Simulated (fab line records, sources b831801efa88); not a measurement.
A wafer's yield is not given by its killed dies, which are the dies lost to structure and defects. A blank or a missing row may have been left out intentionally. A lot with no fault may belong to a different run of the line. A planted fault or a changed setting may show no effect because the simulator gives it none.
The same fault as seen by 2 desks / flow gf180mcu / each desk holds nothing but its own numbers, with what lay behind them at the end

## THE METROLOGY DESK
Lot by lot, what the gauges showed, no matter which tool ran the lot: averages of those sampled wafers that carry a number. If a lot's mean is further than 4 standard deviations from the usual mean, the lot is out of limits and carries the mark OUT (the distance appears in the brackets).
Columns: A = cd-nm at GF_HV_LDD_CD_MEAS_19, usual 393.9 nm; B = HV_LDD_3_TW at GF_HV_LDD_TW_MEAS_38, usual 1459; C = HV_LDD_4_TW at GF_HV_LDD_TW_MEAS_50, usual 576; D = NSD_OVL at GF_NSD_OVL_MEAS_08, usual 0.3 nm
lot=L298; first seen here=day 10 14:34; A=393.5; B=1454; C=579; D=-1.4
lot=L299; first seen here=day 10 22:01; A=396.1; B=1459; C=581; D=0.2
lot=L301; first seen here=day 11 15:25; A=392.2; B=1438; C=573; D=0.8
lot=L302; first seen here=day 11 21:34; A=397.5; B=1462; C=578; D=-0.2
lot=L304; first seen here=day 12 17:46; A=393.2; B=1471; C=588; D=0.3
lot=L307; first seen here=day 13 14:55; A=392.1; B=1458; C=586; D=0.9
lot=L308; first seen here=day 14 00:52; A=390.6; B=1445; C=573; D=-0.4
lot=L309; first seen here=day 14 05:44; A=393.5; B=1448; C=571; D=0.5
lot=L310; first seen here=day 14 12:16; A=393.3; B=1482; C=573; D=0.1
lot=L311; first seen here=day 14 21:25; A=393.7; B=1445; C=573; D=-0.6
lot=L318; first seen here=day 18 04:13; A=-; B=1616 (+10) OUT; C=1104 (+89) OUT; D=-
lot=L319; first seen here=day 18 14:01; A=-; B=1599 (+9.3) OUT; C=1099 (+89) OUT; D=-
This desk finds L318, L319 out of limits, with the earliest case on L318 at day 18 04:13 (HV_LDD_3_TW at GF_HV_LDD_TW_MEAS_38). In limits: L298, L299, L301, L302, L304, L307, L308, L309, L310, L311.

## DESK OF THE TOOL OWNER: litho-track-04
The tool's own readings at GF_HV_LDD_COAT_14 (resist thk 1000 nm): means of the sampled wafers that have a number, for each lot that ran on this tool. If a lot's mean is further than 4 standard deviations from the usual mean, the lot is out of limits and carries the mark OUT (the distance appears in the brackets).
Columns: A = chill-plate-temp-C at GF_HV_LDD_COAT_14, usual 23.00 C; B = dispense-pressure-kPa at GF_HV_LDD_COAT_14, usual 49.3 kPa
lot=L298; first seen here=day 10 05:46; A=22.96; B=49.0
lot=L299; first seen here=day 10 12:44; A=22.85; B=49.0
lot=L304; first seen here=day 12 07:37; A=23.00; B=49.0
lot=L309; first seen here=day 13 19:17; A=23.16; B=49.0
lot=L310; first seen here=day 14 01:55; A=22.89; B=49.0
This desk's verdict: no lot among the 5 shows anything out of limits.

## ALL TOGETHER
At day 18 04:13 the metrology desk could have sounded an alarm, on L318, L319.
Nothing out of limits was seen by the tool owner's desk.
The tool owner's desk has no number on record for L318, L319.
On litho-track-04, each named lot ran GF_HV_LDD_COAT_14.

## WHAT WAS PUT IN BY THE SIMULATOR
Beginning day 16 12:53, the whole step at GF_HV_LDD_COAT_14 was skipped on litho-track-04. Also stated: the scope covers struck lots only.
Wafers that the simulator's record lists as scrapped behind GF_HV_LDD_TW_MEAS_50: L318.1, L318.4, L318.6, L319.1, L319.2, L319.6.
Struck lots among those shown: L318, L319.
Time in hours between the start of the fault and the first out-of-limits reading at each desk: metrology desk, 39.
